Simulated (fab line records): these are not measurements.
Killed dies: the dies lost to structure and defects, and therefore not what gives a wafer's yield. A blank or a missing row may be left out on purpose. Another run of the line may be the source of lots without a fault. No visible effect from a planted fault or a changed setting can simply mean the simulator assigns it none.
Chamber matching    flow sky130    4 sister chambers for SKY_PAD_OPEN_ETCH_07 on rie diel-01
The step etches the open film in CF4/O2, stops on AlCu, target depth 725 nm, time 161.1 s. 8 wafers are shown with their chamber, then 8 later ones without.

== WAFERS, EACH WITH ITS CHAMBER ==
wafer   chamber  drypump motor current A (A)  oes product au (a.u.)
L079.6  0        4.8                          0.970
L081.1  1        5.9                          0.952
L081.5  3        6.2                          0.969
L081.6  2        4.9                          0.975
L085.1  3        6.3                          0.971
L085.2  2        4.9                          0.961
L085.3  1        5.9                          0.959
L085.4  0        4.8                          0.983

== WAFERS MISSING THEIR CHAMBER ==
wafer   drypump motor current A (A)  oes product au (a.u.)
L085.5  4.8                          0.971
L085.6  5.9                          0.992
L090.1  5.9                          0.971
L090.2  6.3                          0.964
L090.6  4.8                          0.979
L096.1  4.8                          0.967
L096.4  4.9                          0.970
L096.6  4.8                          0.977

== CHAMBER TAKEN BY EACH ==
wafer   from the rows above      in truth
L085.5  0                        0
L085.6  1                        1
L090.1  1                        1
L090.2  3                        3
L090.6  0                        0
L096.1  can't be placed: 0 or 2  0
L096.4  2                        2
L096.6  0                        0
Correctly placed: 7 of 8. Not placeable from these rows: 1 (in 1, the candidates include the true chamber). 0 placed wrongly.
How it was worked out, from the rows above alone: a wafer's distance from a chamber is the root of the sum, over the readings, of the square of ((its reading less the chamber's mean) divided by the reading's scatter). The wafer belongs to the nearest chamber; if the next one is less than 2 further off, it can't be placed. The mean given for a chamber averages the wafers shown for that chamber. The scatter: the root of (the sum of the squares of (reading less its chamber's mean) over the shown wafers, divided by (wafers less chambers)).
